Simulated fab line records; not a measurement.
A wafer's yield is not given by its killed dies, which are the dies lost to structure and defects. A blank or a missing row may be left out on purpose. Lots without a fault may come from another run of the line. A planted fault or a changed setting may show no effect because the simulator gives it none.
2 desks, one fault | flow sky130 | each desk holds nothing but its own numbers, with what lay behind them at the end

## THE METROLOGY DESK
Lot by lot, what the gauges showed, no matter which tool ran the lot: averages of those sampled wafers that carry a number. Marked OUT: a lot whose mean sits more than 4 standard deviations from the usual mean, which makes it out of limits; the brackets give that distance.
Columns: A = VIA2_HDPCVD_THK at SKY_VIA2_THK_MEAS_01, usual 1165 nm; B = CAPM_CVD_00_THK at SKY_CAPM_THK_MEAS_01, usual 15.55 nm
lot  | first seen here | A    | B
L834 | day 35 23:00    | 1161 | 15.63
L837 | day 36 19:34    | 1183 | 15.61
L838 | day 37 00:37    | 1154 | 15.20
L839 | day 37 02:12    | 1154 | 15.49
L840 | day 37 14:13    | 1166 | 15.49
L841 | day 37 17:32    | 1173 | 15.68
L843 | day 38 10:53    | 1158 | 15.48
L845 | day 38 20:51    | 1158 | 15.41
L848 | day 39 16:41    | 1173 | 15.24
L847 | day 39 18:02    | 1185 | 15.28
L849 | day 40 00:58    | 1170 | 15.90
L856 | day 42 00:13    | 1161 | 15.70
L857 | day 42 04:07    | 1158 | 15.75
This desk's finding: nothing out of limits on any of the 13 lots.

## AT THE TOOL OWNER'S DESK: implanter-01
For each lot that ran on this tool, the mean over its sampled wafers that have a number, from the tool's own readings at SKY_LDD_N_IMPLANT_13. Marked OUT: a lot whose mean sits more than 4 standard deviations from the usual mean, which makes it out of limits; the brackets give that distance.
Columns: A = beam-energy-keV at SKY_LDD_N_IMPLANT_13, usual 50.000
lot  | first seen here | A
L834 | day 18 16:25    | 50.002
L839 | day 19 23:53    | 49.985
L840 | day 20 12:25    | 50.017
L841 | day 20 17:27    | 50.007
L847 | day 22 17:28    | 55.431 (+99 or more) OUT
L849 | day 23 12:10    | 55.432 (+99 or more) OUT
This desk's verdict: out of limits on L847, L849, starting with L847 at day 22 17:28 (beam-energy-keV at SKY_LDD_N_IMPLANT_13). In limits: L834, L839, L840, L841.

## ALL TOGETHER
The tool owner's desk could have raised an alarm at day 22 17:28, on L847, L849.
At the metrology desk, nothing out of limits was observed.
The metrology desk has L847, L849 on record, within its limits.
Of the lots named, all ran SKY_LDD_N_IMPLANT_13 on implanter-01.

## WHAT HAD BEEN PUT IN BY THE SIMULATOR
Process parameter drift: implanter-01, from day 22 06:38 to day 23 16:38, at SKY_LDD_N_IMPLANT_13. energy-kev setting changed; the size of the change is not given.
Struck lots among those shown: L847, L849.
How many hours passed from the start of the fault until each desk's first out-of-limits reading: the tool owner's desk, 11.
